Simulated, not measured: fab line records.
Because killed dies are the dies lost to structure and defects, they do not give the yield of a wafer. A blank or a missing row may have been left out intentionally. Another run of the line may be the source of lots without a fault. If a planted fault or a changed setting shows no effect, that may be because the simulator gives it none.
fab line records | flow gf180mcu
[record] lots = 14 | wafers = 42 | last-day = 34
route steps=602 shown HV_LDD@212
lots that met no fault: from a run of the same line without faults
start-h: start of the lot's first displayed wafer, in hours after the record's first day | wait-h: hours from the lot's prior step to this one | " unchanged from the row above | L1.1+2: a row that stands for several wafers | - no value, or no start was given | * or withheld: withheld | < > ~ a bound
route shown NAME@n: NAME is a module with steps in the file, n the number in the route of the first one | usual: mean/standard deviation taken from wafers without a fault | same: alike in all rows | chamber/n: place in a boat | sites: per-site readings | _std_site: the values' standard deviation | _edge_site: the outer-site mean with the inner-site mean subtracted | radius-mm: how far each site lies from the wafer's centre | mask NAME#n: copy n | behind: the last tool/chamber to shape the wafer | hold: why the lot was held/for how many hours/how that ended | device: transistor that didn't switch, given as n, p or np | end of line: the tests these same wafers got at the end of their route | where a step has no rows: the recipe by itself | killed: dies that structure and defects cost at the first sort, which is not the same as the wafer's yield | map: a wafer's dies, marking killed ones x, the rest . and places with no die _
set.NAME: the setting that was run; set.NAME@STEP: the one run at that earlier step | model.NAME: the simulator's own value behind a step, which no gauge read
a sample of lots followed through the steps of the route, with each step as a table and each wafer as a row
services: the hour from which a tool's chamber was out of use, counted from the record's first day as start-h (under 0 if before that day), plus the number of hours and why
[[steps]]
[step GF_HV_LDD_IMPLANT_36]
[recipe] species = P | energy-kev = 60 | dose-cm2 = 7.5e+12 | tilt-deg = 30 | rotation-deg = 270
[usual] beam-on-s = 10.00/0.19 | faraday-current-uA = 42.3/0.78
lot.wafer | tool         | chamber | start-h | wait-h | beam-on-s | faraday-current-uA
L489.1    | implanter-03 | 0       | 254.83  | 0.1    | 10.07     | 41.9
L489.2    | "            | 0       | "       | "      | 9.92      | 42.4
L489.3    | "            | 0       | "       | "      | 9.96      | 42.3
L490.3    | implanter-04 | 0       | 263.73  | 0.1    | 9.79      | 43.1
L490.5    | "            | 0       | "       | "      | 10.38     | 40.9
L490.6    | "            | 0       | "       | "      | 9.91      | 42.8
L491.1    | implanter-04 | 0       | 270.89  | 0.1    | 10.10     | 41.9
L491.2    | "            | 0       | "       | "      | 10.16     | 41.8
L491.5    | "            | 0       | "       | "      | 10.11     | 41.9
L492.1    | implanter-01 | 0       | 279.13  | 0.1    | 9.94      | 42.6
L492.3    | "            | 0       | "       | "      | 9.94      | 42.6
L492.6    | "            | 0       | "       | "      | 9.98      | 42.2
L493.1    | implanter-01 | 0       | 282.31  | 0.1    | 9.86      | 42.9
L493.3    | "            | 0       | "       | "      | 10.22     | 41.3
L493.4    | "            | 0       | "       | "      | 9.59      | 44.1
L495.1    | implanter-01 | 0       | 297.16  | 0.1    | 9.70      | 43.7
L495.4    | "            | 0       | "       | "      | 10.16     | 41.5
L495.6    | "            | 0       | "       | "      | 10.13     | 42.0
L494.1    | implanter-04 | 0       | 306.84  | 13.4   | 9.87      | 42.7
L494.2    | "            | 0       | "       | "      | 9.81      | 43.1
L494.6    | "            | 0       | "       | "      | 9.61      | 43.9
L498.1    | implanter-01 | 0       | 322.06  | 0.1    | 9.82      | 43.2
L498.5    | "            | 0       | "       | "      | 10.20     | 41.5
L498.6    | "            | 0       | "       | "      | 9.75      | 43.5
L499.1    | implanter-04 | 0       | 332.86  | 0.1    | 9.89      | 42.7
L499.4    | "            | 0       | "       | "      | 9.93      | 42.7
L499.6    | "            | 0       | "       | "      | 10.28     | 41.1
L500.1    | implanter-04 | 0       | 336.19  | 0.1    | 10.06     | 42.0
L500.2    | "            | 0       | "       | "      | 9.96      | 42.5
L500.4    | "            | 0       | "       | "      | 9.86      | 43.0
L501.1    | implanter-04 | 0       | 347.19  | 0.1    | 12.86     | 33.0
L501.2    | "            | 0       | "       | "      | 12.86     | 32.8
L501.4    | "            | 0       | "       | "      | 13.16     | 32.2
L503.1    | implanter-04 | 0       | 363.63  | 0.1    | 13.00     | 32.5
L503.3    | "            | 0       | "       | "      | 12.68     | 33.3
L503.5    | "            | 0       | "       | "      | 13.00     | 32.7
L511.1    | implanter-01 | 0       | 425.18  | 0.1    | 10.16     | 41.7
L511.3    | "            | 0       | "       | "      | 9.96      | 42.4
L511.4    | "            | 0       | "       | "      | 9.94      | 42.4
L512.1    | implanter-04 | 0       | 439.71  | 0.1    | 9.82      | 43.1
L512.3    | "            | 0       | "       | "      | 9.94      | 42.5
L512.6    | "            | 0       | "       | "      | 9.95      | 42.6
[step GF_HV_LDD_TW_MEAS_38]
[usual] HV_LDD_3_TW = 1436/7.7
lot.wafer | tool          | chamber | start-h | wait-h | hold                     | HV_LDD_3_TW
L489.1    | film-metro-03 | -       | 255.08  | 0.1    | -                        | 1436
L489.2    | "             | -       | "       | "      | -                        | 1438
L489.3    | "             | -       | "       | "      | -                        | 1440
L490.3    | film-metro-01 | -       | 263.95  | 0.1    | -                        | 1437
L490.5    | "             | -       | "       | "      | -                        | 1435
L490.6    | "             | -       | "       | "      | -                        | 1441
L491.1    | film-metro-03 | -       | 271.14  | 0.1    | -                        | 1446
L491.2    | "             | -       | "       | "      | -                        | 1437
L491.5    | "             | -       | "       | "      | -                        | 1442
L492.1    | film-metro-04 | -       | 279.38  | 0.1    | -                        | 1433
L492.3    | "             | -       | "       | "      | -                        | 1431
L492.6    | "             | -       | "       | "      | -                        | 1426
L493.1    | film-metro-01 | -       | 282.56  | 0.1    | -                        | 1432
L493.3    | "             | -       | "       | "      | -                        | 1434
L493.4    | "             | -       | "       | "      | -                        | 1435
L495.1    | film-metro-01 | -       | 297.41  | 0.1    | -                        | 1435
L495.4    | "             | -       | "       | "      | -                        | 1429
L495.6    | "             | -       | "       | "      | -                        | 1434
L494.1    | film-metro-04 | -       | 307.09  | 0.1    | -                        | 1451
L494.2    | "             | -       | "       | "      | -                        | 1453
L494.6    | "             | -       | "       | "      | -                        | 1445
L498.1    | film-metro-04 | -       | 322.31  | 0.1    | -                        | 1423
L498.5    | "             | -       | "       | "      | -                        | 1428
L498.6    | "             | -       | "       | "      | -                        | 1429
L499.1    | film-metro-03 | -       | 333.26  | 0.2    | -                        | 1437
L499.4    | "             | -       | "       | "      | -                        | 1438
L499.6    | "             | -       | "       | "      | -                        | 1443
L500.1    | film-metro-03 | -       | 336.44  | 0.1    | -                        | 1446
L500.2    | "             | -       | "       | "      | -                        | 1441
L500.4    | "             | -       | "       | "      | -                        | 1439
L501.1    | film-metro-01 | -       | 347.44  | 0.1    | await-dispo/0.2h/release | 1468
L501.2    | "             | -       | "       | "      | await-dispo/0.2h/release | 1478
L501.4    | "             | -       | "       | "      | await-dispo/0.2h/release | 1469
L501.1    | film-metro-01 | -       | 347.67  | 0.2    | -                        | 1476
L501.2    | "             | -       | "       | "      | -                        | 1469
L501.4    | "             | -       | "       | "      | -                        | 1465
L503.1    | film-metro-04 | -       | 363.88  | 0.1    | -                        | 1458
L503.3    | "             | -       | "       | "      | -                        | 1455
L503.5    | "             | -       | "       | "      | -                        | 1460
L511.1    | film-metro-04 | -       | 425.43  | 0.1    | -                        | 1431
L511.3    | "             | -       | "       | "      | -                        | 1435
L511.4    | "             | -       | "       | "      | -                        | 1436
L512.1    | film-metro-04 | -       | 439.96  | 0.1    | -                        | 1429
L512.3    | "             | -       | "       | "      | -                        | 1430
L512.6    | "             | -       | "       | "      | -                        | 1430
[[services]]
tool         | chamber | start-h | hours | kind
implanter-01 | -       | 259.32  | 1.5   | repair
implanter-03 | -       | 272.33  | 3.4   | repair
implanter-01 | -       | 288.23  | 4.2   | pm
implanter-01 | -       | 328.12  | 4.1   | repair
implanter-03 | -       | 330.93  | 1.6   | repair
implanter-03 | -       | 354.87  | 2.4   | repair
implanter-04 | -       | 382.58  | 0.5   | repair
implanter-03 | -       | 413.03  | 4.5   | repair
implanter-01 | -       | 428.14  | 2.6   | repair
[[key]]
[first-sign] step = GF_HV_LDD_IMPLANT_36 | reading = beam-on-s | direction = up | sigmas = 16 | usual = 10.00 | struck = 12.93
[effect] step = GF_HV_LDD_IMPLANT_36 | reading = faraday-current-uA | direction = down | sigmas = 12 | usual = 42.3 | struck = 32.7
[effect] step = GF_HV_LDD_TW_MEAS_38 | reading = visit | direction = added
met-at GF_HV_LDD_IMPLANT_36
struck-lots L501,L503
tester-left-out L501,L503
onset-between 336.19 347.19
[fault] kind = process-parameter-drift | tool = implanter-04 | chamber = - | onset-h = 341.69 | steps = GF_HV_LDD_IMPLANT_36 | channel = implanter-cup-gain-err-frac | offset = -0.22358 | shape = step | end-h = 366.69
// tester-left-out: of these lots the tester's yield and bins aren't shown, on N5 and GAA mostly nor the transistor test; their killed dies are dies lost to structure and defects alone, not to doping, threshold or leakage, so they don't give the yield
